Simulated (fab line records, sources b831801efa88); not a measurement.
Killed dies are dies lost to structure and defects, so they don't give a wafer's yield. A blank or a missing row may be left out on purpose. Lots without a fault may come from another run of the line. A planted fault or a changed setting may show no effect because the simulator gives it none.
fab line records | flow sky130
record lots=10 wafers=30 last_day=49
route steps=708 shown LDD_HVN@277 SPACER@304 POLY_CUT@315 PAD_OPEN@708
lots that met no fault: from a run of the same line without faults
start_h: hours from the record's first day to the start of the lot's first wafer shown | wait_h: hours since the lot's step before | " the same as in the row above | L1.1+2: a row that stands for several wafers | - no value, or no start given | * or withheld: withheld | < > ~ a bound
route shown NAME@n: a module of which the file shows steps, and the number in the route of the first | usual: mean/standard deviation of fault-free wafers | same: alike in all rows | chamber/n: place in a boat | sites: the reading at each site | _std_site: their standard deviation | _edge_site: outer sites' mean less inner sites' | radius_mm: how far each site lies from the wafer's centre | mask NAME#n: copy n | behind: the tool/chamber that last shaped the wafer | hold: why the lot was held/for how many hours/how that ended | device: the transistor (n, p or np) that didn't switch | end of line: the same wafers' tests at the end of the route | a step without rows: its recipe alone | killed: dies lost to structure and defects at the first sort, not the wafer's yield | map: a wafer's dies, x killed, . not, _ none there
set.NAME: the setting as run; set.NAME@STEP: as run at that earlier step | model.NAME: the simulator's own value behind a step, which no gauge read
steps of the route over a sample of lots; a table a step, a row a wafer
services: from which hour (start_h, from the record's first day; less than 0 if before it) a tool's chamber was out of use, for how many hours, and why
## steps
# step SKY_LDD_HVN_TW_MEAS_10
# usual LDD_HVN_TW=1442/18
# columns lot.wafer tool chamber start_h wait_h LDD_HVN_TW
L726.1 film_metro-04 - 478.00 0.1 1445
L726.5 " - " " 1442
L726.6 " - " " 1445
L727.2 film_metro-02 - 499.98 0.1 1415
L727.4 " - " " 1421
L727.5 " - " " 1417
L729.4 film_metro-02 - 502.25 0.1 1422
L729.5 " - " " 1411
L729.6 " - " " 1411
L732.1 film_metro-03 - 525.66 0.1 1447
L732.5 " - " " 1459
L732.6 " - " " 1447
L730.2 film_metro-02 - 529.81 0.1 1413
L730.4 " - " " 1411
L730.5 " - " " 1416
L734.1 film_metro-04 - 537.12 0.1 1453
L734.2 " - " " 1450
L734.4 " - " " 1446
L735.2 film_metro-03 - 557.37 0.1 1438
L735.4 " - " " 1438
L735.6 " - " " 1437
L736.1 film_metro-02 - 563.42 0.1 1413
L736.5 " - " " 1414
L736.6 " - " " 1421
L742.1 film_metro-04 - 614.00 0.1 1457
L742.3 " - " " 1454
L742.6 " - " " 1455
L743.3 film_metro-02 - 617.32 0.1 1414
L743.5 " - " " 1408
L743.6 " - " " 1417
# step SKY_SPACER_CVD_00
# recipe material=Si3N4 precursor=DCS/NH3 target_thk_nm=43.1 temp_c=770 time_s=740 pressure_mtorr=250
# usual spike_tc_bottom_C=788.4/1.2 spike_tc_centre_C=769.5/0.94 spike_tc_lower_C=770.8/1.2 spike_tc_top_C=783.8/2 spike_tc_upper_C=769.9/0.99 susceptor_temp_C=770.0/0.36 zone_power_top_pct=25.3/1.8
# columns lot.wafer tool chamber start_h wait_h spike_tc_bottom_C spike_tc_centre_C spike_tc_lower_C spike_tc_top_C spike_tc_upper_C susceptor_temp_C zone_power_top_pct
L726.1 lpcvd-02 0 540.60 0.8 788.7 768.4 771.2 782.4 770.9 770.4 27.3
L726.5 " 0 " " 788.9 769.7 769.9 783.4 768.8 769.9 27.0
L726.6 " 0 " " 787.2 769.0 770.1 782.5 770.2 770.5 27.1
L727.2 lpcvd-02 1 562.88 1.3 788.1 770.3 771.2 785.2 769.2 770.0 23.6
L727.4 " 1 " " 788.7 767.8 771.4 785.8 770.7 770.0 23.8
L727.5 " 1 " " 787.5 769.8 771.7 786.5 769.1 769.9 24.0
L729.4 lpcvd-02 1 565.14 1.5 789.4 770.5 771.7 786.3 770.9 769.5 23.6
L729.5 " 1 " " 786.6 769.7 770.7 785.1 769.7 769.6 23.2
L729.6 " 1 " " 787.9 770.1 771.4 784.9 769.6 769.0 23.4
L732.1 lpcvd-02 0 584.46 0.0 787.4 769.1 770.8 781.5 770.4 770.4 27.5
L732.5 " 0 " " 787.8 769.4 769.1 781.9 770.3 770.8 26.6
L732.6 " 0 " " 788.9 770.5 770.1 781.1 770.4 770.9 27.1
L730.2 lpcvd-02 0 590.01 0.0 787.8 769.6 770.1 782.5 769.4 770.5 27.0
L730.4 " 0 " " 787.3 769.9 771.1 781.8 769.3 770.3 26.9
L730.5 " 0 " " 787.7 768.8 769.2 781.6 771.7 770.0 27.0
L734.1 lpcvd-02 1 597.62 0.0 786.1 770.5 772.9 784.5 770.4 770.3 23.3
L734.2 " 1 " " 786.0 768.8 770.9 785.1 771.0 769.5 23.8
L734.4 " 1 " " 788.2 769.6 770.1 783.9 770.1 769.5 23.9
L735.2 lpcvd-02 1 617.54 0.8 789.2 771.5 770.0 785.0 770.0 770.4 23.7
L735.4 " 1 " " 788.3 769.0 769.7 786.9 768.7 770.6 23.4
L735.6 " 1 " " 789.0 767.9 770.6 785.0 768.4 770.1 23.6
L736.1 lpcvd-02 1 623.09 0.0 787.4 770.7 771.1 786.2 767.9 769.8 23.3
L736.5 " 1 " " 789.0 767.5 770.1 784.0 770.4 770.6 23.4
L736.6 " 1 " " 788.4 769.5 770.5 785.1 769.1 770.2 23.3
L742.1 lpcvd-02 0 672.79 0.3 800.2 780.7 778.9 792.1 779.2 780.1 27.6
L742.3 " 0 " " 799.3 780.8 780.2 790.8 779.0 780.1 27.6
L742.6 " 0 " " 799.7 779.6 778.5 792.0 777.6 779.9 27.9
L743.3 lpcvd-02 0 674.27 0.0 797.5 779.5 782.2 791.8 780.8 779.6 28.0
L743.5 " 0 " " 797.8 779.2 780.6 790.0 780.6 779.6 27.8
L743.6 " 0 " " 797.5 779.2 780.2 791.6 781.4 779.4 27.1
# step SKY_SPACER_THK_MEAS_01
# recipe reads=Si3N4_of_SPACER_CVD_00
# usual SPACER_CVD_00_THK=43.2/0.37
# columns lot.wafer tool chamber start_h wait_h SPACER_CVD_00_THK[nm]
L726.1 film_metro-01 - 541.81 0.0 43.2
L726.5 " - " " 43.0
L726.6 " - " " 43.1
L727.2 film_metro-01 - 564.10 0.0 43.3
L727.4 " - " " 43.1
L727.5 " - " " 42.9
L729.4 film_metro-04 - 566.37 0.0 42.2
L729.5 " - " " 43.0
L729.6 " - " " 42.4
L732.1 film_metro-03 - 585.67 0.0 43.8
L732.5 " - " " 43.6
L732.6 " - " " 43.8
L730.2 film_metro-03 - 591.23 0.0 42.7
L730.4 " - " " 43.1
L730.5 " - " " 42.7
L734.1 film_metro-03 - 598.83 0.0 43.1
L734.2 " - " " 43.1
L734.4 " - " " 43.0
L735.2 film_metro-03 - 619.35 0.0 43.2
L735.4 " - " " 43.5
L735.6 " - " " 43.1
L736.1 film_metro-03 - 624.90 0.0 43.6
L736.5 " - " " 43.7
L736.6 " - " " 43.4
L742.1 film_metro-03 - 673.99 0.0 51.3
L742.3 " - " " 51.7
L742.6 " - " " 51.0
L743.3 film_metro-04 - 675.50 0.0 51.8
L743.5 " - " " 52.2
L743.6 " - " " 52.1
# step SKY_SPACER_ETCHBACK_02
# recipe chemistry=CH3F/O2 target=Si3N4 stop_on=SiO2 source_w=400 bias_w=80 pressure_mtorr=25 ch3f_flow_sccm=40 O2_flow_sccm=30 time_s=46.7 target_depth_a=450
# usual bias_w=79.99/0.25 drypump_motor_current_A=5.9/0.42 oes_product_au=0.855/0.0061 throttle_valve_pct=10.562/0.0091
# columns lot.wafer tool chamber start_h wait_h bias_w drypump_motor_current_A oes_product_au rf_hours_counter_h throttle_valve_pct
L726.1 rie_diel-01 1 541.87 0.1 79.90 6.7 0.859 28 10.580
L726.5 " 3 " " 79.86 5.1 0.856 - 10.549
L726.6 " 0 " " 79.80 5.8 0.852 - 10.563
L727.2 rie_diel-04 0 564.15 0.0 79.70 5.9 0.864 42 10.558
L727.4 " 3 " " 80.51 6.0 0.855 5 10.539
L727.5 " 3 " " 80.29 6.0 0.854 - 10.572
L729.4 rie_diel-04 0 566.40 0.0 79.48 5.9 0.844 42 10.557
L729.5 " 3 " " 79.98 6.0 0.849 - 10.577
L729.6 " 2 " " 79.77 5.3 0.850 - 10.560
L732.1 rie_diel-04 1 585.73 0.1 80.01 6.1 0.862 72 10.564
L732.5 " 0 " " 79.88 5.9 0.860 - 10.560
L732.6 " 3 " " 79.72 6.0 0.857 - 10.572
L730.2 rie_diel-01 0 591.28 0.0 79.91 5.8 0.854 6 10.564
L730.4 " 2 " " 80.09 6.1 0.861 27 10.573
L730.5 " 1 " " 79.85 6.7 0.852 - 10.554
L734.1 rie_diel-04 3 598.89 0.1 79.55 6.0 0.866 6 10.551
L734.2 " 2 " " 79.80 5.3 0.854 7 10.572
L734.4 " 2 " " 80.13 5.4 0.852 - 10.553
L735.2 rie_diel-01 1 619.40 0.0 79.49 6.7 0.858 30 10.564
L735.4 " 0 " " 80.12 5.8 0.864 7 10.569
L735.6 " 2 " " 79.92 6.1 0.856 - 10.565
L736.1 rie_diel-04 1 624.96 0.1 80.11 6.1 0.864 0 10.556
L736.5 " 0 " " 80.16 5.9 0.858 - 10.567
L736.6 " 3 " " 80.19 6.0 0.864 - 10.568
L742.1 rie_diel-04 1 674.05 0.1 80.10 6.1 0.955 1 10.562
L742.3 " 3 " " 79.79 6.0 0.944 7 10.580
L742.6 " 0 " " 80.08 5.9 0.941 - 10.583
L743.3 rie_diel-01 0 675.54 0.0 80.22 5.8 0.959 8 10.569
L743.5 " 3 " " 79.90 5.2 0.952 - 10.590
L743.6 " 2 " " 79.85 6.1 0.957 - 10.577
# step SKY_POLY_CUT_CD_MEAS_08
# recipe target_cd_nm=270
# usual cd_nm=269.9/1.6
# columns lot.wafer tool chamber start_h wait_h cd_nm
L726.1 cd_sem-02 - 571.83 - 271.2
L726.5 " - " " 270.0
L726.6 " - " " 269.5
L727.2 cd_sem-01 - 593.34 - 270.9
L727.4 " - " " 272.0
L727.5 " - " " 271.5
L729.4 cd_sem-01 - 595.99 - 270.8
L729.5 " - " " 271.0
L729.6 " - " " 270.7
L732.1 cd_sem-01 - 614.67 - 269.1
L732.5 " - " " 269.4
L732.6 " - " " 269.8
L730.2 cd_sem-02 - 620.35 - 269.0
L730.4 " - " " 269.0
L730.5 " - " " 268.0
L734.1 cd_sem-01 - 628.32 - 271.4
L734.2 " - " " 271.9
L734.4 " - " " 271.2
L735.2 cd_sem-02 - 646.99 - 272.2
L735.4 " - " " 270.6
L735.6 " - " " 272.1
L736.1 cd_sem-02 - 653.63 - 266.4
L736.5 " - " " 267.2
L736.6 " - " " 266.6
L742.1 cd_sem-01 - 702.68 - 268.9
L742.3 " - " " 269.4
L742.6 " - " " 271.7
L743.3 cd_sem-02 - 703.07 - 272.3
L743.5 " - " " 272.7
L743.6 " - " " 272.1
# step SKY_POLY_CUT_ETCH_11
# recipe target=Si3N4 chemistry=CF4/CH2F2/Ar stop_on=poly-Si source_w=600 bias_w=144.6 pressure_mtorr=40 cf4_flow_sccm=40 ch2f2_flow_sccm=20 Ar_flow_sccm=150 time_s=42.5 target_depth_a=600
# usual bias_w=144.6/0.44 drypump_motor_current_A=5.9/0.46 oes_product_au=0.830/0.0055 throttle_valve_pct=14.996/0.0094
# columns lot.wafer tool chamber start_h wait_h bias_w drypump_motor_current_A oes_product_au rf_hours_counter_h throttle_valve_pct
L726.1 rie_diel-04 1 572.02 0.0 144.2 6.1 0.835 72 14.999
L726.5 " 1 " " 144.4 6.1 0.835 - 14.996
L726.6 " 0 " " 144.9 5.9 0.834 - 14.991
L727.2 rie_diel-04 3 593.51 0.0 144.7 6.0 0.826 6 15.004
L727.4 " 2 " " 143.7 5.3 0.833 - 14.999
L727.5 " 0 " " 144.5 5.9 0.835 - 15.011
L729.4 rie_diel-01 1 596.13 0.0 143.6 6.7 0.828 29 14.990
L729.5 " 2 " " 144.1 6.1 0.831 - 14.991
L729.6 " 1 " " 144.0 6.6 0.825 - 14.990
L732.1 rie_diel-01 1 614.86 0.0 144.0 6.7 0.815 29 14.993
L732.5 " 0 " " 144.4 5.8 0.827 - 14.981
L732.6 " 3 " " 144.4 5.1 0.819 - 14.995
L730.2 rie_diel-02 2 620.52 0.0 144.9 6.2 0.813 56 14.982
L730.4 " 1 " " 145.2 6.5 0.829 - 14.974
L730.5 " 0 " " 144.9 5.8 0.832 - 15.002
L734.1 rie_diel-01 2 628.51 0.0 145.0 6.1 0.828 28 14.991
L734.2 " 1 " " 143.8 6.7 0.822 30 14.979
L734.4 " 3 " " 144.3 5.2 0.828 10 15.002
L735.2 rie_diel-02 0 647.18 0.0 144.6 5.8 0.831 6 14.999
L735.4 " 2 " " 144.0 6.3 0.825 - 15.002
L735.6 " 0 " " 143.8 5.8 0.831 - 14.988
L736.1 rie_diel-01 3 653.82 0.0 145.3 5.2 0.835 11 15.011
L736.5 " 3 " " 145.3 5.2 0.831 - 14.976
L736.6 " 0 " " 144.5 5.8 0.835 - 14.989
L742.1 rie_diel-01 1 702.87 0.0 143.8 6.6 0.826 32 14.986
L742.3 " 3 " " 144.7 5.2 0.828 12 14.994
L742.6 " 3 " " 144.2 5.2 0.839 - 15.001
L743.3 rie_diel-04 1 703.22 0.0 144.5 6.2 0.832 1 15.005
L743.5 " 2 " " 144.8 5.4 0.830 - 14.999
L743.6 " 1 " " 144.6 6.2 0.830 - 14.994
# step SKY_PAD_OPEN_PROBE_99
# usual killed_at_M0_to_M3=42/7.2 killed_at_M4_up=3.2/1.8 killed_at_contacts=24/5.4 killed_at_front_end=15/4 killed_at_other=0.3/0.59 killed_dies=84/9 killed_on_rim=17/3.3 killed_open=46/7.1 killed_short=38/6
# same gross_dies=492 killed_at_back_side=0
# columns lot.wafer tool chamber start_h wait_h killed_at_M0_to_M3 killed_at_M4_up killed_at_contacts killed_at_front_end killed_at_other killed_dies killed_on_rim killed_open killed_short
L742.3 prober-01 - 1173.90 0.2 48 4 21 22 0 95 21 55 38
L743.3 prober-02 - 1176.18 0.2 54 3 13 18 1 89 21 45 43
L743.5 prober-02 - 1176.28 0.2 25 7 30 14 0 76 16 38 36
L743.6 prober-02 - 1176.33 0.2 41 1 31 15 0 88 26 49 39
# killed by level:class
L742.3 VIA1:geometric_particle:open=13 CONTACT:geometric_particle:open=8 VIA3:geometric_particle:open=7 FIELD_ISO:geometric_particle:open=6 POLY_GATE:geometric_particle:short=6 LI_CONTACT:geometric_particle:open=6 VIA1:geometric_particle:short=6 METAL1:geometric_particle:short=5
L743.3 VIA1:geometric_particle:open=11 VIA2:geometric_particle:open=9 POLY_GATE:geometric_particle:short=8 VIA3:geometric_particle:open=8 METAL1:geometric_particle:short=7 LI_CONTACT:geometric_particle:open=6 METAL2:geometric_particle:short=6 METAL3:geometric_particle:short=6
L743.5 CONTACT:geometric_particle:open=13 LI_CONTACT:geometric_particle:open=8 METAL4:geometric_particle:short=5 VIA1:geometric_particle:short=5 VIA1:geometric_particle:open=5 METAL3:geometric_particle:short=5 POLY_GATE:geometric_particle:short=4 LOCAL_INTERCONNECT:geometric_particle:short=4
L743.6 LI_CONTACT:geometric_particle:open=11 CONTACT:geometric_particle:short=8 METAL2:geometric_particle:short=7 VIA1:geometric_particle:open=6 VIA3:geometric_particle:open=6 LOCAL_INTERCONNECT:geometric_particle:short=5 CONTACT:geometric_particle:open=5 VIA2:geometric_particle:open=5
## services
# columns tool chamber start_h hours kind
rie_diel-02 3 526.40 6.2 repair
rie_diel-01 2 560.15 4.3 repair
rie_diel-02 3 573.13 - clean
rie_diel-02 3 573.13 15.8 scheduled_down
rie_diel-02 3 573.13 15.8 vent_cycle
rie_diel-04 1 586.04 - clean
rie_diel-04 1 586.04 21.2 scheduled_down
rie_diel-04 1 586.04 21.2 vent_cycle
rie_diel-04 - 606.08 14.6 pm
rie_diel-02 - 607.87 1.0 repair
rie_diel-02 3 619.91 10.2 repair
rie_diel-02 1 636.92 - clean
rie_diel-02 1 636.92 15.8 scheduled_down
rie_diel-02 1 636.92 15.8 vent_cycle
rie_diel-02 3 638.04 9.2 repair
rie_diel-04 1 650.34 5.6 repair
rie_diel-02 3 659.28 6.3 repair
rie_diel-04 - 669.53 1.6 repair
rie_diel-04 2 689.74 10.1 repair
rie_diel-02 2 696.59 - clean
rie_diel-02 2 696.59 22.0 scheduled_down
rie_diel-02 2 696.59 22.0 vent_cycle
## key
first_sign step=SKY_SPACER_CVD_00 reading=susceptor_temp_C direction=up sigmas=27 usual=* struck=*
effect step=SKY_SPACER_CVD_00 reading=spike_tc_centre_C direction=up sigmas=11 usual=769.5 struck=779.8
effect step=SKY_SPACER_THK_MEAS_01 reading=SPACER_CVD_00_THK direction=up sigmas=23 usual=43.2 struck=51.7
effect step=SKY_SPACER_ETCHBACK_02 reading=oes_product_au direction=up sigmas=16 usual=0.855 struck=0.951
met_at SKY_SPACER_CVD_00
struck_lots L742,L743
tester_left_out L742,L743
not_acting_at SKY_LDD_HVN_TW_MEAS_10,SKY_POLY_CUT_CD_MEAS_08,SKY_POLY_CUT_ETCH_11
onset_between 623.09 672.79
fault kind=process_parameter_drift tool=lpcvd-02 chamber=- onset_h=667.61 steps=SKY_SPACER_CVD_00 channel=temp_c offset=* shape=step end_h=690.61 acts_in=* stated=*
# tester_left_out: of these lots the tester's yield and bins aren't shown, on N5 and GAA mostly nor the transistor test; their killed dies are dies lost to structure and defects alone, not to doping, threshold or leakage, so they don't give the yield
